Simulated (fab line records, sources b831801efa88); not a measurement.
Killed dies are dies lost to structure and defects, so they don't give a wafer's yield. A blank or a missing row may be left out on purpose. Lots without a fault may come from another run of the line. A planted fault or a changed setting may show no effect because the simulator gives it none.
Which tool did it? | flow gf180mcu | 7 lots, 21 wafers sampled, at 2 steps of a route of 602

WHAT THE GAUGES READ, wafer by wafer
GF_HV_LDD_OVL_MEAS_20.
lot  | measured     | on         | HV_LDD_01_OVL (nm)
L823 | day 12 14:38 | overlay-02 | 0.2 -0.4 -1.9
L827 | day 13 19:23 | overlay-01 | -1.3 -1.3 -2.7
L829 | day 14 04:59 | overlay-01 | -1.2 -0.8 -0.5
L835 | day 16 03:32 | overlay-02 | -0.5 0.6 -0.5
L838 | day 17 02:44 | overlay-02 | -4.0 -1.6 -2.0
L840 | day 17 17:12 | overlay-02 | -2.9 -2.2 -4.1
L845 | day 19 05:41 | overlay-01 | -0.4 -2.4 -0.2

WHICH TOOL RAN EACH LOT (tool, then ch and the chambers of the sampled wafers, then the start)
lot  | GF_HV_LDD_EXPOSE_16
L823 | iline_stepper-02 ch 0, day 12 04:02
L827 | iline_stepper-02 ch 0, day 13 08:34
L829 | iline_stepper-02 ch 0, day 13 18:37
L835 | iline_stepper-01 ch 0, day 15 16:22
L838 | iline_stepper-02 ch 0, day 16 15:14
L840 | iline_stepper-02 ch 0, day 17 05:36
L845 | iline_stepper-02 ch 0, day 18 17:44
- GF_HV_LDD_EXPOSE_16: exposes mask Pplus LV AREA, target cd 400 nm.

THE ANSWER, worked out from the rows above alone
Rule: what is usual is taken from the lots themselves. Put in order of their means at a reading, lots are off if they are a third of the lots or fewer, leave a main group of 4 or more, and stand apart from it by a gap of 3 or more times the standard deviation of the main group's means; of several such gaps the widest counts. A main group whose means are all the same, to the digits that the tables above print for the reading, isn't used. A lot without any number at a reading at which 4 lots or more have one is off too. The other lots that the step has rows for count as sound.
No lot is off at any reading shown: from this, nothing can be told.

WHAT THE SIMULATOR HAD PUT IN
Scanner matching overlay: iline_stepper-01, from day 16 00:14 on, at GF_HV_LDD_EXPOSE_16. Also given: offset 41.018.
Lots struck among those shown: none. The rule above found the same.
